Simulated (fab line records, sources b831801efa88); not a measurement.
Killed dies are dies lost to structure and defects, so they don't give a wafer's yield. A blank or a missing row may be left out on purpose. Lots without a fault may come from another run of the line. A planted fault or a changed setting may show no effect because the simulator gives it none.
Chamber matching | flow gf180mcu | GF_CONTACT_CMP_27 on cmp-02: 4 sister chambers
The step polishes, stops on SiO2, t overpolish 15 s, target thk 0 nm. 8 wafers are shown with their chamber, then 8 later ones without.

WAFERS WITH THEIR CHAMBER
wafer  | chamber | motor_current_A (A) | time_to_endpoint_s (s)
L829.3 | 0       | 12.8                | 79.9
L834.3 | 0       | 12.3                | 73.1
L839.4 | 3       | 11.0                | 71.1
L839.6 | 1       | 13.4                | 70.8
L845.2 | 3       | 11.2                | 70.0
L845.4 | 2       | 12.7                | 76.1
L845.6 | 1       | 13.0                | 70.3
L849.2 | 2       | 12.2                | 76.6

WAFERS WITHOUT THEIR CHAMBER
wafer  | motor_current_A (A) | time_to_endpoint_s (s)
L849.3 | 10.9                | 75.2
L849.6 | 10.8                | 74.7
L850.1 | 11.0                | 73.2
L850.2 | 12.7                | 75.0
L850.3 | 13.4                | 71.0
L851.4 | 13.4                | 74.0
L851.5 | 13.5                | 75.0
L851.6 | 11.1                | 72.1

WHICH CHAMBER EACH WENT THROUGH
wafer  | from the rows above          | in truth
L849.3 | 3                            | 3
L849.6 | 3                            | 3
L850.1 | 3                            | 3
L850.2 | can't be placed: 0 or 2 or 1 | 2
L850.3 | 1                            | 1
L851.4 | can't be placed: 1 or 0 or 2 | 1
L851.5 | can't be placed: 1 or 0 or 2 | 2
L851.6 | 3                            | 3
Placed correctly: 5 of 8. Can't be placed from these rows: 3 (the true chamber is among the candidates in 3). Placed wrongly: 0.
How it was worked out, from the rows above alone: a wafer's distance from a chamber is the root of the sum, over the readings, of the square of ((its reading less the chamber's mean) divided by the reading's scatter). The wafer belongs to the nearest chamber; if the next one is less than 2 further off, it can't be placed. A chamber's mean is the mean of its shown wafers. The scatter: the root of (the sum of the squares of (reading less its chamber's mean) over the shown wafers, divided by (wafers less chambers)).
